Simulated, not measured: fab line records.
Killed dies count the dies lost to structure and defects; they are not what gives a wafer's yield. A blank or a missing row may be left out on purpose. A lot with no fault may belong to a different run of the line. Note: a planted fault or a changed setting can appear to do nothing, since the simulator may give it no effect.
Comparing a struck lot with a sound one / flow sky130 / 15 out of 708 route steps
Sound: these wafers, L748.3, L748.4, L748.5. Struck: wafers L765.1, L765.6. (L765.4 of the same lot was not struck and is left out.) The cause comes at the end.
Per side, at each step with rows, come the tool, then ch with its chambers, and then its first start. Under that, the readings that differ: sound wafers / struck wafers / difference of the means / sigmas: that difference in standard deviations of wafers without a fault.
alike: a reading whose means differ by less than 2 such deviations, as well as words and numbers matching on both sides. not compared: withheld readings; readings where some wafer has no value; bounds like >300 that might hide an equal value; numbers whose values overlap and for which the record gives no deviation.
A row with sigmas, a row that says differs or no value, or rows on one side alone: a step with any of these is where the two part. Numbers that don't overlap but have no deviation are shown without sigmas and don't part them. A reading missing from all wafers of one side parts the sides only when that side holds two or more wafers.

first, 3 steps without rows for these wafers: SKY_METAL1_EXPOSE_12 (exposes mask MM1, target cd 140 nm); SKY_METAL1_PEB_13; SKY_METAL1_DEVELOP_14 (develop time 60 s).
SKY_METAL1_CD_MEAS_15: the cd target is 140 nm.
  sound on cd sem-02, day 33 21:27; struck on cd sem-02, day 39 08:59
  alike: cd nm
SKY_METAL1_OVL_MEAS_16:
  sound on overlay-02, day 33 21:32; struck on overlay-01, day 39 09:06
reading=METAL1_OVL (nm); sound=-7 -14 -9; struck=12 6; difference=+19; sigmas=+3
SKY_METAL1_DESCUM_17: chemistry O2, time 8 s.
  sound on rie metal-04 ch 0,1, day 33 21:35; struck on rie metal-04 ch 0, day 39 09:08
  alike: drypump motor current A, oes product au, rf fwd power W
  not compared: rf hours counter h
SKY_METAL1_ETCH_18: etches BARC in N2/H2, stops on SiO2, time 44.24 s, target depth 60 nm.
  sound on rie metal-04 ch 0,1, day 33 21:37; struck on rie metal-04 ch 0, day 39 09:11
  alike: drypump motor current A, n2 flow sccm, oes product au, rf fwd power W, throttle valve pct
  not compared: rf hours counter h
SKY_METAL1_METAL_ETCH_19: etches the open film in Cl2/BCl3, stops on SiO2, target depth 360 nm, time 78 s.
  sound on rie metal-04 ch 0,1, day 33 21:41; struck on rie metal-04 ch 0, day 39 09:16
  alike: drypump motor current A, oes product au, rf fwd power W, throttle valve pct
  not compared: rf hours counter h
SKY_METAL1_STRIP_20: strips in O2/N2.
  sound on plasma asher-04 ch 0,1, day 33 21:47; struck on plasma asher-02 ch 0,1, day 39 09:23
reading=n2 flow sccm (sccm); sound=301.5 302.5 300.0; struck=299.4 299.0; difference=-2.1; sigmas=-2
reading=strip time to endpoint s (s); sound=2.72 2.76 2.72; struck=2.64 2.61; difference=-0.11; sigmas=-2
  alike: drypump motor current A, oes product au
  not compared: rf hours counter h
then, 3 steps without rows for these wafers: SKY_METAL1_STRIP_21 (strips in post etch residue remover, time 1200 s); SKY_METAL1_CLEAN_22 (cleans in IPA, time 180 s); SKY_METAL1_CLEAN_23 (cleans in O3/DIW).
SKY_VIA1_HDPCVD_00: deposits SiO2, target thk 1030 nm, time 171.7 s.
  sound on hdpcvd-02 ch 0,1, day 33 22:20; struck on hdpcvd-02 ch 1, day 39 09:59
reading=sih4 flow sccm (sccm); sound=59.92 59.37 59.90; struck=51.22 51.05; difference=-8.59; sigmas=-41
reading=model.SiO2_of_VIA1_HDPCVD_00.thk nm (nm); sound=1029 1036 1046; struck=875.4 877.3; difference=-160.7; sigmas=
SKY_VIA1_THK_MEAS_01:
  sound on film metro-01, day 33 22:29; struck on film metro-01, day 39 10:19
reading=VIA1_HDPCVD_THK (nm); sound=1028 1036 1045; struck=875 877; difference=-160; sigmas=-11
  not compared: hold
SKY_VIA1_CMP_02: polishes SiO2.
  sound on cmp-01 ch 0,2,3, day 33 22:31; struck on cmp-02 ch 1,3, day 39 12:57
reading=hold; sound=- - -; struck=await dispo/2.0h/release await dispo/2.0h/release; difference=no value on the sound wafers; sigmas=
  alike: edge zone pressure frac, motor current A

WHERE THEY PART
At SKY_METAL1_OVL_MEAS_16 first; at SKY_VIA1_CMP_02 last (within this record only).

WHY: whatever the simulator had introduced
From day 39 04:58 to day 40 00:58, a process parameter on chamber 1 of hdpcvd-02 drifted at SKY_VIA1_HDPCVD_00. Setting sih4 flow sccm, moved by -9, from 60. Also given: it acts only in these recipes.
